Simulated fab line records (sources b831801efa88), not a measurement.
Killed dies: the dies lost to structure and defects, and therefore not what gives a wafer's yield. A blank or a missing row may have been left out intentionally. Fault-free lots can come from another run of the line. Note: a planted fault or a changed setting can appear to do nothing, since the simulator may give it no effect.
Which tool was responsible? ; flow gf180mcu ; 24 lots, 72 wafers sampled, at 6 steps of a route of 602

## WHAT EACH GAUGE READ, for each wafer
GF_SAB_OVL_MEAS_10.
lot;measured;on;SAB_OVL (nm)
L074;day 15 02:37;overlay-02;-0.7 -1.3 -1.8
L075;day 15 07:43;overlay-01;1.3 -0.1 -1.7
L076;day 15 18:39;overlay-01;0.0 1.7 1.0
L077;day 16 02:50;overlay-01;0.3 0.5 2.2
L078;day 16 12:25;overlay-01;1.8 -0.5 2.5
L079;day 16 21:13;overlay-01;-0.2 1.7 -0.2
L080;day 17 07:58;overlay-01;3.1 2.2 1.4
L081;day 17 18:02;overlay-02;-1.3 -2.6 1.1
L082;day 18 03:13;overlay-02;0.0 -1.2 -2.1
L083;day 18 14:14;overlay-02;-0.5 0.8 -0.6
L084;day 18 18:06;overlay-02;0.1 1.3 0.7
L085;day 19 11:09;overlay-01;1.2 1.2 0.5
L086;day 19 21:05;overlay-02;-0.5 -0.3 1.7
L087;day 20 02:40;overlay-02;-1.2 -1.3 -1.3
L088;day 20 07:09;overlay-02;0.4 -0.4 0.5
L089;day 20 17:33;overlay-02;0.0 -1.1 0.0
L090;day 21 02:02;overlay-01;1.0 -0.4 0.7
L091;day 21 09:13;overlay-01;0.3 -1.6 1.0
L092;day 21 16:55;overlay-02;-1.4 -0.2 1.4
L093;day 22 02:53;overlay-01;0.6 2.1 2.4
L094;day 22 11:55;overlay-02;0.4 0.0 -0.4
L095;day 22 17:39;overlay-02;-0.6 -1.0 0.2
L096;day 23 00:45;overlay-02;1.6 0.0 1.3
L097;day 23 12:03;overlay-01;-0.1 1.0 1.9

GF_V1_RS_MEAS_24: uses a four-point probe to measure.
lot;measured;on;V1_W_RS (ohm/sq)
L074;day 18 02:50;film-metro-02;0.332 0.329 0.331
L075;day 18 10:42;film-metro-02;0.333 0.328 0.336
L076;day 18 21:38;film-metro-03;0.325 0.329 0.327
L077;day 19 06:13;film-metro-04;0.324 0.331 0.321
L078;day 19 17:32;film-metro-04;0.338 0.332 0.328
L079;day 20 00:45;film-metro-02;0.331 0.333 0.327
L080;day 20 13:18;film-metro-03;0.328 0.321 0.317
L081;day 21 00:11;film-metro-03;0.326 0.326 0.328
L082;day 21 09:14;film-metro-02;0.327 0.321 0.318
L083;day 21 20:44;film-metro-03;0.324 0.330 0.324
L084;day 22 00:17;film-metro-03;0.327 0.324 0.324
L085;day 22 15:49;film-metro-02;0.333 0.331 0.327
L086;day 23 01:42;film-metro-02;0.325 0.325 0.328
L087;day 23 07:16;film-metro-03;0.331 0.331 0.334
L088;day 23 12:11;film-metro-03;0.320 0.328 0.321
L089;day 23 20:54;film-metro-02;0.318 0.326 0.326
L090;day 24 04:38;film-metro-03;0.322 0.331 0.328
L091;day 24 11:42;film-metro-04;0.325 0.330 0.328
L092;day 24 19:32;film-metro-04;0.326 0.324 0.331
L093;day 25 03:44;film-metro-02;0.325 0.328 0.322
L094;day 25 12:04;film-metro-03;0.331 0.331 0.331
L095;day 25 18:52;film-metro-04;0.321 0.329 0.329
L096;day 26 00:31;film-metro-03;0.325 0.320 0.329
L097;day 26 11:06;film-metro-03;0.332 0.333 0.334

GF_V2_CD_MEAS_14: target cd 260 nm.
lot;measured;on;cd-nm (nm)
L074;day 20 04:36;cd-sem-02;261.1 258.8 259.8
L075;day 20 14:00;cd-sem-02;258.9 260.4 258.7
L076;day 20 23:52;cd-sem-01;261.1 259.8 260.2
L077;day 21 09:16;cd-sem-02;260.8 261.1 259.8
L078;day 21 20:11;cd-sem-02;262.9 260.8 262.2
L079;day 22 02:31;cd-sem-01;260.1 259.7 261.6
L080;day 22 14:23;cd-sem-01;260.0 260.1 259.9
L081;day 23 01:32;cd-sem-02;259.3 258.3 258.6
L082;day 23 09:48;cd-sem-02;259.3 261.0 259.3
L083;day 23 21:03;cd-sem-01;259.7 261.0 260.5
L084;day 23 23:31;cd-sem-01;259.7 259.5 259.5
L085;day 24 14:58;cd-sem-01;260.7 260.4 260.5
L086;day 25 00:29;cd-sem-02;260.3 258.7 257.8
L087;day 25 05:24;cd-sem-02;259.2 258.4 259.3
L088;day 25 10:22;cd-sem-01;261.2 259.8 259.9
L089;day 25 19:20;cd-sem-01;259.9 261.7 261.1
L090;day 26 02:09;cd-sem-02;260.0 259.4 259.3
L091;day 26 08:46;cd-sem-02;258.5 259.9 260.4
L092;day 26 16:19;cd-sem-02;260.5 260.1 260.3
L093;day 26 22:29;cd-sem-01;259.7 260.8 259.6
L094;day 27 08:00;cd-sem-02;259.0 260.6 259.9
L095;day 27 13:34;cd-sem-02;260.7 260.3 259.6
L096;day 27 19:02;cd-sem-02;259.2 258.5 259.7
L097;day 28 06:26;cd-sem-01;260.0 259.3 260.0

## EACH LOT AND THE TOOL THAT RAN IT (in order: tool; ch and the chambers of the sampled wafers; start)
lot;GF_CONTACT_ETCH_17;GF_V1_CVD_02;GF_V1_SPUTTER_22
L074;rie-diel-03 ch 2,3, day 17 02:19 or earlier;pecvd-04 ch 0,1, day 17 02:19;pvd-sputter-01, day 18 02:41
L075;rie-diel-03 ch 0,1,2, day 17 09:09 or earlier;pecvd-02 ch 0,1,2, day 17 09:09;pvd-sputter-04, day 18 10:32
L076;rie-diel-02 ch 1,2, day 17 20:21 or earlier;pecvd-04 ch 0,1, day 17 20:21;pvd-sputter-02, day 18 21:28
L077;rie-diel-02 ch 1,2,3, day 18 04:06 or earlier;pecvd-04 ch 0,1,2, day 18 04:06;pvd-sputter-04, day 19 06:01
L078;rie-diel-04 ch 1,2,3, day 18 15:28 or earlier;pecvd-01 ch 0,1,2, day 18 15:28;pvd-sputter-01, day 19 17:19
L079;rie-diel-04 ch 0,3, day 18 23:24 or earlier;pecvd-04 ch 0,1,2, day 18 23:24;pvd-sputter-01, day 20 00:32
L080;rie-diel-03 ch 0,1, day 19 11:40 or earlier;pecvd-01 ch 0,1,2, day 19 11:40;pvd-sputter-01, day 20 13:08
L081;rie-diel-04 ch 1,2,3, day 19 22:15 or earlier;pecvd-04 ch 0,1,2, day 19 22:15;pvd-sputter-04, day 21 00:02
L082;rie-diel-02 ch 0,3, day 20 07:41 or earlier;pecvd-01 ch 0,1,2, day 20 07:41;pvd-sputter-01, day 21 09:05
L083;rie-diel-02 ch 1,2,3, day 20 18:57 or earlier;pecvd-01 ch 0,1,2, day 20 18:57;pvd-sputter-02, day 21 20:35
L084;rie-diel-03 ch 0,1,2, day 20 23:11 or earlier;pecvd-04 ch 0,2, day 20 23:11;pvd-sputter-02, day 22 00:08
L085;rie-diel-03 ch 0,2,3, day 21 15:07 or earlier;pecvd-02 ch 0,1, day 21 15:07;pvd-sputter-04, day 22 15:40
L086;rie-diel-03 ch 0,2, day 22 00:49 or earlier;pecvd-02 ch 0,1, day 22 00:49;pvd-sputter-01, day 23 01:25
L087;rie-diel-02 ch 0,1,3, day 22 06:20 or earlier;pecvd-04 ch 0,1, day 22 06:20;pvd-sputter-02, day 23 06:59
L088;rie-diel-03 ch 1,2, day 22 11:00 or earlier;pecvd-01 ch 0,2, day 22 11:00;pvd-sputter-01, day 23 12:02
L089;rie-diel-04 ch 1,2,3, day 22 20:44 or earlier;pecvd-01 ch 0,1,2, day 22 20:44;pvd-sputter-02, day 23 20:45
L090;rie-diel-02 ch 0,1, day 23 04:59 or earlier;pecvd-01 ch 0,1, day 23 04:59;pvd-sputter-02, day 24 04:29
L091;rie-diel-03 ch 0,1,2, day 23 12:00 or earlier;pecvd-04 ch 0,1,2, day 23 12:00;pvd-sputter-04, day 24 11:33
L092;rie-diel-03 ch 0,1,2, day 23 19:20 or earlier;pecvd-04 ch 0,1, day 23 19:20;pvd-sputter-02, day 24 19:20
L093;rie-diel-04 ch 1,2,3, day 24 04:08 or earlier;pecvd-04 ch 0,1,2, day 24 04:08;pvd-sputter-01, day 25 03:35
L094;rie-diel-04 ch 0,2, day 24 12:23 or earlier;pecvd-01 ch 0,1, day 24 12:23;pvd-sputter-04, day 25 11:53
L095;rie-diel-04 ch 1,3, day 24 19:20 or earlier;pecvd-02 ch 0,1,2, day 24 19:20;pvd-sputter-02, day 25 18:43
L096;rie-diel-04 ch 2,3, day 25 02:14 or earlier;pecvd-04 ch 1,2, day 25 02:14;pvd-sputter-02, day 26 00:20
L097;rie-diel-03 ch 0,1,3, day 25 11:29 or earlier;pecvd-02 ch 0,1,2, day 25 11:29;pvd-sputter-02, day 26 10:56
- GF_CONTACT_ETCH_17: etches SiO2 in C4F8/O2/Ar, stops on CoSi2, target depth 860 nm.
- GF_V1_CVD_02: deposits SiO2 from TEOS, target thk 850 nm, time 94.851 s.
- GF_V1_SPUTTER_22: material TiN, target thk 10 nm, time 40 s.

## WHAT THE TOOLS THEMSELVES READ (means of the sampled wafers that have a number; where no wafer has one, the mark that the record gives instead)
GF_CONTACT_ETCH_17.
lot;tool;bias-w (W);oes-product-au (a.u.)
L074;rie-diel-03;1202;0.819
L075;rie-diel-03;1201;0.814
L076;rie-diel-02;1199;0.814
L077;rie-diel-02;1198;0.816
L078;rie-diel-04;1199;0.821
L079;rie-diel-04;1196;0.820
L080;rie-diel-03;1204;0.818
L081;rie-diel-04;1199;0.817
L082;rie-diel-02;1202;0.815
L083;rie-diel-02;1204;0.821
L084;rie-diel-03;1198;0.819
L085;rie-diel-03;1200;0.815
L086;rie-diel-03;1200;0.819
L087;rie-diel-02;1201;0.822
L088;rie-diel-03;1198;0.824
L089;rie-diel-04;1204;0.816
L090;rie-diel-02;1200;0.817
L091;rie-diel-03;1200;0.821
L092;rie-diel-03;1198;0.820
L093;rie-diel-04;1201;0.819
L094;rie-diel-04;1204;0.818
L095;rie-diel-04;1197;0.819
L096;rie-diel-04;1204;0.816
L097;rie-diel-03;1201;0.816

GF_V1_CVD_02.
lot;tool;heater-power-outer-w (W);heater-power-w (W)
L074;pecvd-04;434;637
L075;pecvd-02;396;675
L076;pecvd-04;439;653
L077;pecvd-04;408;628
L078;pecvd-01;411;697
L079;pecvd-04;426;668
L080;pecvd-01;415;705
L081;pecvd-04;433;667
L082;pecvd-01;398;690
L083;pecvd-01;408;687
L084;pecvd-04;468;688
L085;pecvd-02;409;706
L086;pecvd-02;377;635
L087;pecvd-04;412;610
L088;pecvd-01;416;704
L089;pecvd-01;450;755
L090;pecvd-01;356;603
L091;pecvd-04;368;587
L092;pecvd-04;415;618
L093;pecvd-04;399;628
L094;pecvd-01;351;597
L095;pecvd-02;399;684
L096;pecvd-04;416;647
L097;pecvd-02;377;668

GF_V1_SPUTTER_22.
lot;tool;throttle-valve-pct (%)
L074;pvd-sputter-01;29.9
L075;pvd-sputter-04;30.0
L076;pvd-sputter-02;29.8
L077;pvd-sputter-04;30.3
L078;pvd-sputter-01;30.3
L079;pvd-sputter-01;30.5
L080;pvd-sputter-01;30.6
L081;pvd-sputter-04;30.5
L082;pvd-sputter-01;29.9
L083;pvd-sputter-02;29.9
L084;pvd-sputter-02;30.0
L085;pvd-sputter-04;30.3
L086;pvd-sputter-01;30.5
L087;pvd-sputter-02;30.1
L088;pvd-sputter-01;30.1
L089;pvd-sputter-02;29.6
L090;pvd-sputter-02;28.9
L091;pvd-sputter-04;30.2
L092;pvd-sputter-02;29.7
L093;pvd-sputter-01;30.0
L094;pvd-sputter-04;30.2
L095;pvd-sputter-02;29.6
L096;pvd-sputter-02;29.6
L097;pvd-sputter-02;29.9

## THE ANSWER, worked out from the rows above alone
Rule: the lots themselves supply what counts as usual. Put in order of their means at a reading, lots are off if they are a third of the lots or fewer, leave a main group of 4 or more, and stand apart from it by a gap of 3 or more times the standard deviation of the main group's means; of several such gaps the widest counts. A main group is skipped when, at the precision printed for the reading in the tables above, its means are all equal. A lot without any number at a reading at which 4 lots or more have one is off too. All remaining lots with rows at the step are treated as sound. After the gauges, taken in route order, come the tools' own readings; for these a lot's mean is taken, as printed above. The first step at which some lot is off is used, and at that step the reading that is off furthest; a lot without a number counts as furthest.
No lot is off at any reading shown: from this, nothing can be told.

## WHAT THE SIMULATOR PUT IN
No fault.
